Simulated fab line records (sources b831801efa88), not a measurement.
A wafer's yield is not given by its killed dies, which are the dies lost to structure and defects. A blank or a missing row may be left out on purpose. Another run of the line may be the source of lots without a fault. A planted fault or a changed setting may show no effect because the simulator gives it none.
Matching of chambers	flow gf180mcu	GF_CONTACT_CMP_04 on cmp-01: 4 sister chambers
The step polishes SiO2. 4 wafers are shown with their chamber, then 7 later ones without.

## WAFERS PAIRED WITH THEIR CHAMBERS
wafer	chamber	motor current A (A)
L578.2	3	11.8
L590.1	0	11.0
L592.1	1	11.4
L592.3	2	12.7

## WAFERS WITH NO CHAMBER GIVEN
wafer	motor current A (A)
L592.6	13.4
L595.2	13.9
L595.5	10.8
L595.6	11.9
L596.1	11.2
L596.3	11.8
L596.4	13.2

## EACH ONE'S CHAMBER
wafer	from the rows above	in truth
L592.6	can't be placed: 2 or 3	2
L595.2	can't be placed: 2 or 3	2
L595.5	can't be placed: 0 or 1 or 3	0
L595.6	can't be placed: 3 or 1 or 2 or 0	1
L596.1	can't be placed: 0 or 1 or 3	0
L596.3	can't be placed: 3 or 1 or 0 or 2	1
L596.4	can't be placed: 2 or 3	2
Correctly placed: 0 of 7. Cannot be placed on the basis of these rows: 7; the candidates contain the true chamber in 7. 0 placed wrongly.
How it was worked out, from the rows above alone: a wafer's distance from a chamber is the root of the sum, over the readings, of the square of ((its reading less the chamber's mean) divided by the reading's scatter). If the next closest chamber is less than 2 further off than the closest, the wafer can't be placed; otherwise it belongs to the closest. Each chamber's mean is taken over the wafers shown for it. The scatter: root of mean squared gap, hidden wafer to nearest shown wafer, with one shown wafer a chamber.
